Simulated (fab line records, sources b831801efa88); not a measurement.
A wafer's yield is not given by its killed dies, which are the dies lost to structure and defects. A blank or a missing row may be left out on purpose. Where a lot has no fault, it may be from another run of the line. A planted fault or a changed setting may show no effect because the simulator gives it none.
fab line records -- flow sfq_line
record lots=5, wafers=15, last_day=92
route steps=325 shown I3@133
lots untouched by any fault: they come from a run of this same line in which no faults occurred
start_h: the number of hours between the record's first day and the start of the first shown wafer of the lot -- wait_h: how many hours have passed since the lot's step before this one -- " unchanged from the row above -- L1.1+2: one row covering several wafers at once -- - value missing, or start not given -- * or withheld: withheld -- < > ~ a bound
route shown NAME@n: names a module that has steps shown in the file, with the first one's number in the route -- usual: mean/standard deviation taken from wafers without a fault -- same: alike in all rows -- chamber/n: place in a boat -- sites: each site's reading -- _std_site: their standard deviation -- _edge_site: the outer-site mean with the inner-site mean subtracted -- radius_mm: how far each site lies from the wafer's centre -- mask NAME#n: copy n -- behind: the tool/chamber that last shaped the wafer -- hold: reason for holding the lot/hours on hold/outcome of the hold -- device: the n, p or np transistor that did not switch -- end of line: the same wafers' tests at the end of the route -- a step without rows: its recipe alone -- killed: dies lost to structure and defects at the first sort, not the wafer's yield -- map: shows each die of a wafer: x if killed, . if not, _ if none is there
set.NAME: the setting the step ran with; set.NAME@STEP: the setting that earlier step ran with -- model.NAME: the simulator's own value behind a step, which no gauge read
lots seen at some steps along the route; tables by step, rows by wafer
services: a tool's chamber out of use, with start hour (start_h, from the record's first day; less than 0 if before it), hours out, and reason
## steps
# step SFQ_TRILAYER_I3_DEP_PECVD_081
# recipe material=SiO2, temp_c=150, time_s=111.11, pressure_torr=2.4, rf_w=183.3, precursor=SiH4/N2O, target_thk_nm=500
# usual heater_power_w=83/8.5, throttle_valve_pct=24.2/1.9
lot.wafer,tool,chamber,start_h,wait_h,heater_power_w,throttle_valve_pct
L784.2,pecvd-04,1,862.60,0.0,84,24.6
L784.5,pecvd-04,0,862.60,0.0,76,22.3
L784.6,pecvd-04,2,862.60,0.0,69,23.3
L790.3,pecvd-02,2,1058.58,0.0,75,22.6
L790.4,pecvd-02,2,1058.58,0.0,78,23.1
L790.6,pecvd-02,0,1058.58,0.0,78,24.0
L794.1,pecvd-02,0,1076.58,0.0,94,23.8
L794.3,pecvd-02,1,1076.58,0.0,92,21.1
L794.6,pecvd-02,2,1076.58,0.0,83,22.7
L802.3,pecvd-02,1,1212.42,0.0,91,21.5
L802.4,pecvd-02,1,1212.42,0.0,93,21.3
L802.6,pecvd-02,0,1212.42,0.0,85,24.2
L807.2,pecvd-03,0,1243.99,0.0,80,23.5
L807.3,pecvd-03,1,1243.99,0.0,99,27.8
L807.4,pecvd-03,2,1243.99,0.0,80,26.1
# step SFQ_TRILAYER_I3_CMP_CMP_082
# recipe material=SiO2, down_force_psi=3, platen_rpm=60, pad_velocity_m_s=0.94248
# usual motor_current_A=9.9/0.94, slurry_filter_dp_kPa=13.49/0.12, time_to_endpoint_s=216/7.9
lot.wafer,tool,chamber,start_h,wait_h,motor_current_A,slurry_filter_dp_kPa,time_to_endpoint_s
L784.2,cmp-01,3,895.43,32.8,11.0,13.42,215
L784.6,cmp-01,2,896.93,34.3,10.0,13.47,202
L784.5,cmp-01,3,896.93,34.3,10.6,13.80,222
L790.3,cmp-02,3,1061.06,2.4,10.1,13.62,216
L790.4,cmp-02,2,1062.56,3.9,10.4,13.50,213
L790.6,cmp-02,0,1063.56,4.9,10.2,13.43,219
L794.1,cmp-02,2,1088.56,11.9,10.8,13.44,217
L794.3,cmp-02,0,1089.56,12.9,10.1,13.44,215
L794.6,cmp-02,1,1089.56,12.9,8.2,13.43,221
L802.3,cmp-02,1,1212.99,0.5,8.1,13.46,223
L802.4,cmp-02,2,1212.99,0.5,11.2,13.25,220
L802.6,cmp-02,1,1214.99,2.5,8.4,13.51,229
L807.2,cmp-02,1,1248.29,4.3,8.3,13.39,210
L807.3,cmp-02,3,1249.29,5.3,10.1,13.32,210
L807.4,cmp-02,0,1249.29,5.3,10.4,13.57,208
# step SFQ_I3_BOW_MEAS_922
# recipe mode=bow
# usual I3_BOW=4/9
lot.wafer,tool,chamber,start_h,wait_h,I3_BOW[um]
L784.2,film_metro-01,-,897.95,2.0,-1
L784.5,film_metro-01,-,897.95,2.0,-9
L784.6,film_metro-01,-,897.95,2.0,2
L790.3,film_metro-01,-,1064.10,2.5,8
L790.4,film_metro-01,-,1064.10,2.5,0
L790.6,film_metro-01,-,1064.10,2.5,5
L794.1,film_metro-02,-,1091.06,2.0,-16
L794.3,film_metro-02,-,1091.06,2.0,4
L794.6,film_metro-02,-,1091.06,2.0,-2
L802.3,film_metro-02,-,1215.53,2.0,-10
L802.4,film_metro-02,-,1215.53,2.0,-4
L802.6,film_metro-02,-,1215.53,2.0,-6
L807.2,film_metro-04,-,1251.31,2.5,-2
L807.3,film_metro-04,-,1251.31,2.5,3
L807.4,film_metro-04,-,1251.31,2.5,-6
# step SFQ_TRILAYER_I3_METRO_MEASURE_083
# usual thk_nm=199.8/1.3
lot.wafer,tool,chamber,start_h,wait_h,thk_nm
L784.2,film_metro-01,-,898.25,0.3,199.3
L784.5,film_metro-01,-,898.25,0.3,199.7
L784.6,film_metro-01,-,898.25,0.3,198.7
L790.3,film_metro-01,-,1064.58,0.5,199.1
L790.4,film_metro-01,-,1064.58,0.5,200.8
L790.6,film_metro-01,-,1064.58,0.5,199.0
L794.1,film_metro-02,-,1091.18,0.1,200.7
L794.3,film_metro-02,-,1091.18,0.1,198.7
L794.6,film_metro-02,-,1091.18,0.1,202.9
L802.3,film_metro-02,-,1216.01,0.5,201.7
L802.4,film_metro-02,-,1216.01,0.5,200.4
L802.6,film_metro-02,-,1216.01,0.5,202.0
L807.2,film_metro-04,-,1251.61,0.3,200.9
L807.3,film_metro-04,-,1251.61,0.3,199.5
L807.4,film_metro-04,-,1251.61,0.3,199.1
# step SFQ_TRILAYER_I3_VIA_LITHO_COAT_090
# recipe resist=BARC, spin_rpm=3000, resist_thk_nm=62
# step SFQ_TRILAYER_I3_VIA_LITHO_COAT_085
# recipe resist=KrF, spin_rpm=3000, resist_thk_nm=650
# step SFQ_TRILAYER_I3_VIA_LITHO_SOFTBAKE_089
# recipe temp_c=withheld, time_s=withheld, resist=KrF
# step SFQ_TRILAYER_I3_VIA_LITHO_EXPOSE_086
# recipe mask_id=I3, na=0.6, source_shape=conventional, sigma_outer=0.65, target_cd_nm=500, dose_mj=21.3
# step SFQ_TRILAYER_I3_VIA_LITHO_PEB_088
# recipe peb_temp_c=115, peb_time_s=60, resist=KrF
# step SFQ_TRILAYER_I3_VIA_LITHO_DEVELOP_087
# recipe time_s=60, resist=KrF
# step SFQ_I3_OVL_MEAS_923
# usual I3_OVL=-4/5.3
lot.wafer,tool,chamber,start_h,wait_h,I3_OVL[nm]
L784.2,overlay-01,-,1030.08,0.1,-5
L784.5,overlay-01,-,1030.08,0.1,-2
L784.6,overlay-01,-,1030.08,0.1,-3
L790.3,overlay-02,-,1170.66,0.1,-10
L790.4,overlay-02,-,1170.66,0.1,-7
L790.6,overlay-02,-,1170.66,0.1,-8
L794.1,overlay-02,-,1196.60,0.1,-3
L794.3,overlay-02,-,1196.60,0.1,-4
L794.6,overlay-02,-,1196.60,0.1,-5
L802.3,overlay-02,-,1327.53,0.1,-4
L802.4,overlay-02,-,1327.53,0.1,0
L802.6,overlay-02,-,1327.53,0.1,3
L807.2,overlay-02,-,1366.18,0.1,-12
L807.3,overlay-02,-,1366.18,0.1,-14
L807.4,overlay-02,-,1366.18,0.1,-8
# step SFQ_TRILAYER_I3_VIA_BARC_OPEN_VIA_ETCH_121
# recipe mask_material=PR, chemistry=O2, target_depth_nm=125, target=BARC, source_w=500, bias_w=80, pressure_mtorr=30, time_s=41.7
# usual bias_w=80.00/0.25, drypump_motor_current_A=6.0/0.52, oes_product_au=0.686/0.0047, rf_fwd_power_W=495.1/2
lot.wafer,tool,chamber,start_h,wait_h,bias_w,drypump_motor_current_A,oes_product_au,rf_fwd_power_W,rf_hours_counter_h
L784.2,rie_diel-02,2,1030.11,0.0,79.94,6.4,0.687,497.8,6
L784.5,rie_diel-02,1,1030.11,0.0,79.89,5.0,0.687,498.8,-
L784.6,rie_diel-02,2,1030.11,0.0,80.29,6.4,0.681,499.6,-
L790.3,rie_diel-04,0,1170.69,0.0,80.49,5.1,0.678,494.7,12
L790.4,rie_diel-04,2,1170.69,0.0,79.73,5.6,0.677,495.2,14
L790.6,rie_diel-04,1,1170.69,0.0,79.80,6.6,0.686,495.8,-
L794.1,rie_diel-04,2,1196.64,0.0,79.96,5.6,0.682,493.9,15
L794.3,rie_diel-04,3,1196.64,0.0,79.87,5.8,0.691,496.0,9
L794.6,rie_diel-04,2,1196.64,0.0,79.89,5.6,0.685,493.4,-
L802.3,rie_diel-02,1,1327.56,0.0,79.67,5.0,0.685,495.4,17
L802.4,rie_diel-02,2,1327.56,0.0,79.64,6.4,0.686,493.9,11
L802.6,rie_diel-02,1,1327.56,0.0,79.56,5.0,0.683,497.8,-
L807.2,rie_diel-03,3,1366.21,0.0,79.80,6.2,0.694,496.0,14
L807.3,rie_diel-03,1,1366.21,0.0,80.20,6.2,0.687,494.5,17
L807.4,rie_diel-03,0,1366.21,0.0,80.08,5.7,0.681,492.2,1
# step SFQ_TRILAYER_I3_VIA_ETCH_VIA_ETCH_088
# recipe target=SiO2, stop_on=Nb, mask_material=PR, taper_deg=20, chemistry=CHF3, target_depth_nm=260, source_w=500, bias_w=80, pressure_mtorr=30, time_s=withheld
# usual bias_w=80.00/0.23, drypump_motor_current_A=6.0/0.52, oes_product_au=0.854/0.0053, rf_fwd_power_W=498.4/1.7
lot.wafer,tool,chamber,start_h,wait_h,bias_w,drypump_motor_current_A,oes_product_au,rf_fwd_power_W,model.Nb_of_TRILAYER_M3_DEP_SPUTTER_073.thk_nm
L784.2,rie_diel-02,2,1030.15,0.0,80.09,6.4,0.852,498.5,201.2
L784.5,rie_diel-02,1,1030.15,0.0,80.20,5.0,0.857,498.6,198.4
L784.6,rie_diel-02,2,1030.15,0.0,80.23,6.4,0.852,496.1,199.7
L790.3,rie_diel-04,0,1170.73,0.0,79.99,5.1,0.850,496.7,202.7
L790.4,rie_diel-04,2,1170.73,0.0,79.70,5.6,0.852,496.5,201.5
L790.6,rie_diel-04,1,1170.73,0.0,79.80,6.6,0.850,497.5,202.1
L794.1,rie_diel-04,2,1196.68,0.0,80.14,5.6,0.856,496.8,203.9
L794.3,rie_diel-04,3,1196.68,0.0,79.49,5.9,0.851,579.7,198.4
L794.6,rie_diel-04,2,1196.68,0.0,80.10,5.6,0.857,497.3,199.5
L802.3,rie_diel-02,1,1327.60,0.0,80.17,5.0,0.848,499.6,200.4
L802.4,rie_diel-02,2,1327.60,0.0,80.53,6.4,0.859,498.7,205.8
L802.6,rie_diel-02,1,1327.60,0.0,79.82,5.0,0.862,499.5,206
L807.2,rie_diel-03,3,1366.25,0.0,79.98,6.3,0.858,498.7,197.8
L807.3,rie_diel-03,1,1366.25,0.0,79.93,6.2,0.854,496.0,201
L807.4,rie_diel-03,0,1366.25,0.0,79.85,5.7,0.845,497.3,197.8
# step SFQ_TRILAYER_I3_VIA_STRIP_STRIP_089
# recipe gas=O2, power_w=200, platen_temp_c=40, overash_fraction=0.65, chemistry=O2, pressure_mtorr=50
# usual drypump_motor_current_A=5.7/0.46, oes_product_au=0.999/0.012
lot.wafer,tool,chamber,start_h,wait_h,drypump_motor_current_A,oes_product_au,rf_hours_counter_h
L784.2,rie_metal-01,0,1030.26,-,6.1,0.992,109
L784.5,rie_metal-01,0,1030.26,-,6.1,0.986,-
L784.6,rie_metal-01,1,1030.26,-,6.0,1.005,-
L790.3,rie_metal-03,1,1171.04,-,6.4,1.012,-
L790.4,rie_metal-03,0,1171.04,-,6.0,1.004,-
L790.6,rie_metal-03,1,1171.04,-,6.4,1.014,-
L794.1,rie_metal-01,1,1196.79,-,6.0,1.023,56
L794.3,rie_metal-01,1,1196.79,-,6.0,1.011,-
L794.6,rie_metal-01,1,1196.79,-,6.0,1.025,-
L802.3,rie_metal-03,0,1327.91,-,6.0,1.009,-
L802.4,rie_metal-03,1,1327.91,-,6.4,1.009,-
L802.6,rie_metal-03,1,1327.91,-,6.4,1.015,-
L807.2,rie_metal-02,1,1366.56,-,5.4,0.989,-
L807.3,rie_metal-02,1,1366.56,-,5.4,0.999,-
L807.4,rie_metal-02,1,1366.56,-,5.4,1.000,-
## services
tool,chamber,start_h,hours,kind
pecvd-02,-,859.93,0.7,repair
cmp-02,-,868.22,3.3,pm
rie_metal-01,-,869.98,1.7,repair
rie_diel-03,0,877.21,1.6,repair
film_metro-02,-,879.39,0.3,pm
cmp-02,-,889.27,1.3,repair
pecvd-02,0,906.56,5.4,repair
rie_diel-02,-,907.18,2.8,pm
rie_diel-02,2,912.21,5.0,repair
rie_metal-03,1,912.92,39.9,repair
rie_diel-02,3,929.02,2.6,repair
pecvd-02,-,933.25,14.0,pm
rie_diel-04,3,957.82,8.8,repair
cmp-02,-,1080.93,0.5,repair
cmp-02,-,1091.06,4.0,pm
cmp-02,-,1120.60,0.5,repair
rie_diel-04,0,1139.27,10.6,repair
cmp-02,-,1161.06,5.1,pm
rie_diel-02,1,1194.41,3.9,repair
pecvd-02,-,1241.74,6.0,pm
pecvd-02,-,1248.05,0.9,repair
rie_diel-04,2,1271.91,2.7,repair
cmp-02,-,1293.29,14.6,pm
rie_diel-04,-,1366.39,2.8,pm
## key
first_sign step=SFQ_TRILAYER_I3_VIA_ETCH_VIA_ETCH_088, reading=rf_fwd_power_W, direction=up, sigmas=48, usual=498.4, struck=579.7
effect none on later readings
model_effect step=SFQ_TRILAYER_I3_VIA_ETCH_VIA_ETCH_088, value=Nb_of_TRILAYER_M3_DEP_SPUTTER_073.thk_nm, without=199.6, struck=198.4
met_at SFQ_TRILAYER_I3_VIA_ETCH_VIA_ETCH_088
struck_wafers L794.3
fault kind=process_parameter_drift, tool=rie_diel-04, chamber=3, onset_h=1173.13, steps=SFQ_TRILAYER_I3_VIA_ETCH_VIA_ETCH_088, channel=source_w, offset=80, shape=step, end_h=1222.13, acts_in=these_recipes_only, stated=500
